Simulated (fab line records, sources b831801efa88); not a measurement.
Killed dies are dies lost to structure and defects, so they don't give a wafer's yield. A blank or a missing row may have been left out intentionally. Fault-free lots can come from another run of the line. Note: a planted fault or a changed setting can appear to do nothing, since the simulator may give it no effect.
The tool behind it: which one? ; flow gf180mcu ; Sampling: 14 lots, 40 wafers, 5 of 602 route steps

== WHAT THE GAUGES READ, wafer by wafer ==
GF_POLY_GATE_CD_MEAS_10: the cd target is 280 nm. Usual: cd-nm reads 279.9 nm (standard deviation 1.2).
lot;measured;on;cd-nm (nm);flag
L337;day 9 03:08;cd-sem-01;281.3 279.9 280.0;
L338;day 9 12:05;cd-sem-02;279.1 280.5 279.4;
L339;day 10 05:24;cd-sem-01;279.5 279.2 280.2;
L342;day 10 18:17;cd-sem-02;278.5 277.6;
L344;day 11 10:28;cd-sem-02;283.3 282.1;
L350;day 13 02:03;cd-sem-01;280.4 280.0 279.2;
L352;day 13 14:25;cd-sem-01;279.1 278.8 278.5;
L353;day 13 21:33;cd-sem-01;282.2 281.5 281.4;
L355;day 14 19:09;cd-sem-01;279.4 279.7 279.5;
L354;day 14 19:16;cd-sem-02;278.9 280.3 279.7;
L356;day 14 23:36;cd-sem-01;280.8 280.5 281.2;
L357;day 15 06:53;cd-sem-02;280.0 280.8 279.8;
L358;day 15 10:40;cd-sem-01;281.5 280.6 280.9;
L359;day 15 16:19;cd-sem-02;280.6 280.3 280.0;

GF_SAB_THK_MEAS_01. Usual: SAB_CVD_00_THK 49.9 nm, standard deviation 0.61.
lot;measured;on;SAB_CVD_00_THK (nm);flag
L337;day 14 03:59;film-metro-01;51.2 50.5 51.6;
L338;day 14 13:20;film-metro-04;49.8 49.8 50.5;
L339;day 15 08:22;film-metro-01;49.9 49.7 50.5;
L342;day 16 00:55;film-metro-01;56.0 49.8;OFF
L344;day 16 20:22;film-metro-01;56.2 48.9;OFF
L350;day 18 21:08;film-metro-02;49.9 50.4 50.2;
L352;day 19 11:07;film-metro-02;49.8 50.1 50.4;
L353;day 20 01:38;film-metro-01;49.7 50.3 50.3;
L355;day 20 20:04;film-metro-04;49.8 50.0 51.3;
L354;day 20 22:47;film-metro-04;50.0 50.8 51.0;
L356;day 21 03:10;film-metro-02;48.6 49.0 49.4;
L357;day 21 10:04;film-metro-04;49.1 50.4 49.3;
L358;day 21 15:01;film-metro-04;49.6 50.7 50.4;
L359;day 21 20:49;film-metro-04;49.5 51.1 50.3;

GF_M1_RS_MEAS_05: measures by four-point-probe. Usual: M1_ALCU_RS 0.0694 ohm/sq, standard deviation 0.0006.
lot;measured;on;M1_ALCU_RS (ohm/sq);flag
L337;day 16 01:22;film-metro-03;0.0697 0.0696 0.0691;
L338;day 16 10:56;film-metro-02;0.0685 0.0686 0.0685;
L339;day 17 15:11;film-metro-04;0.0690 0.0684 0.0689;
L342;day 18 01:51;film-metro-04;0.0695 0.0694;
L344;day 18 23:06;film-metro-02;0.0690 0.0691;
L350;day 21 01:22;film-metro-02;0.0684 0.0689 0.0686;
L352;day 21 15:04;film-metro-04;0.0700 0.0697 0.0697;
L353;day 22 05:12;film-metro-02;0.0699 0.0708 0.0699;
L355;day 23 11:25;film-metro-03;0.0702 0.0705 0.0703;
L354;day 23 12:12;film-metro-04;0.0695 0.0697 0.0696;
L356;day 23 13:11;film-metro-02;0.0696 0.0695 0.0690;
L357;day 23 15:38;film-metro-04;0.0697 0.0698 0.0693;
L358;day 23 17:10;film-metro-03;0.0700 0.0692 0.0692;
L359;day 23 18:21;film-metro-02;0.0708 0.0704 0.0702;

== EACH LOT AND THE TOOL THAT RAN IT (in order: tool; ch and the chambers of the sampled wafers; start) ==
lot;GF_SAB_CVD_00;GF_M1_SPUTTER_01
L337;pecvd-02 ch 0,1,2, day 14 03:57;pvd-sputter-03, day 16 01:11
L338;pecvd-01 ch 0,2, day 14 13:17;pvd-sputter-03, day 16 10:46
L339;pecvd-02 ch 1,2, day 15 08:20;pvd-sputter-01, day 17 15:02
L342;pecvd-02 ch 2, day 16 00:53;pvd-sputter-03, day 18 01:43
L344;pecvd-02 ch 0,2, day 16 20:20;pvd-sputter-01, day 18 22:58
L350;pecvd-01 ch 0,1,2, day 18 21:06;pvd-sputter-03, day 21 01:13
L352;pecvd-01 ch 0,1,2, day 19 11:05;pvd-sputter-02, day 21 14:54
L353;pecvd-02 ch 0,1,2, day 20 01:36;pvd-sputter-01, day 22 05:02
L355;pecvd-03 ch 1,2, day 20 20:03;pvd-sputter-03, day 23 11:17
L354;pecvd-03 ch 0,1,2, day 20 22:45;pvd-sputter-03, day 23 12:04
L356;pecvd-02 ch 0,1,2, day 21 03:09;pvd-sputter-02, day 23 13:04
L357;pecvd-02 ch 1,2, day 21 10:02;pvd-sputter-02, day 23 15:30
L358;pecvd-01 ch 1,2, day 21 14:59;pvd-sputter-01, day 23 17:02
L359;pecvd-02 ch 0,1,2, day 21 20:47;pvd-sputter-01, day 23 18:14
- GF_SAB_CVD_00: deposits SiO2 from TEOS, target thk 50 nm, time 4.9302 s.
- GF_M1_SPUTTER_01: material TiN, target thk 30 nm, time 25 s.

== AS READ BY THE TOOLS THEMSELVES (means over the sampled wafers that have a number; for cases with no such wafer, the mark the record gives instead) ==
GF_SAB_CVD_00. Usual: heater-power-w 697 W, standard deviation 90; rf-fwd-power-W 588 W, standard deviation 3.1.
lot;tool;heater-power-w (W);rf-fwd-power-W (W);flag
L337;pecvd-02;694;589;
L338;pecvd-01;644;586;
L339;pecvd-02;753;588;
L342;pecvd-02;810;590;
L344;pecvd-02;632;589;
L350;pecvd-01;673;585;
L352;pecvd-01;715;586;
L353;pecvd-02;732;592;
L355;pecvd-03;697;588;
L354;pecvd-03;719;585;
L356;pecvd-02;687;591;
L357;pecvd-02;722;589;
L358;pecvd-01;726;586;
L359;pecvd-02;689;589;

GF_M1_SPUTTER_01. Usual: throttle-valve-pct reads 29.8 % (standard deviation 1.2).
lot;tool;throttle-valve-pct (%);flag
L337;pvd-sputter-03;29.1;
L338;pvd-sputter-03;30.1;
L339;pvd-sputter-01;28.7;
L342;pvd-sputter-03;28.4;
L344;pvd-sputter-01;28.8;
L350;pvd-sputter-03;29.3;
L352;pvd-sputter-02;30.7;
L353;pvd-sputter-01;30.0;
L355;pvd-sputter-03;30.0;
L354;pvd-sputter-03;29.3;
L356;pvd-sputter-02;30.1;
L357;pvd-sputter-02;31.7;
L358;pvd-sputter-01;28.9;
L359;pvd-sputter-01;29.6;

== THE ANSWER, worked out from the rows above alone ==
Rule: a lot counts as off when the mean over its wafers that have a number is more than 3 standard deviations away from the usual mean. Also off: a lot with no number at a reading for which 4 or more lots have one. All remaining lots with rows at the step are treated as sound. First the gauges in route order, then the tools' own readings, where a lot's mean is used as printed above. The first step at which some lot is off is used, and at that step the reading that is off furthest; a lot without a number counts as furthest.
Off: L342, L344, at GF_SAB_THK_MEAS_01 (SAB_CVD_00_THK).
A tool fits if, at a process step before that reading, it ran every lot that is off, and no sound lot after the first of them. Gauges at GF_SAB_THK_MEAS_01: tried the same way as those tools. None of those tried fits.

== WHAT THE SIMULATOR PUT IN ==
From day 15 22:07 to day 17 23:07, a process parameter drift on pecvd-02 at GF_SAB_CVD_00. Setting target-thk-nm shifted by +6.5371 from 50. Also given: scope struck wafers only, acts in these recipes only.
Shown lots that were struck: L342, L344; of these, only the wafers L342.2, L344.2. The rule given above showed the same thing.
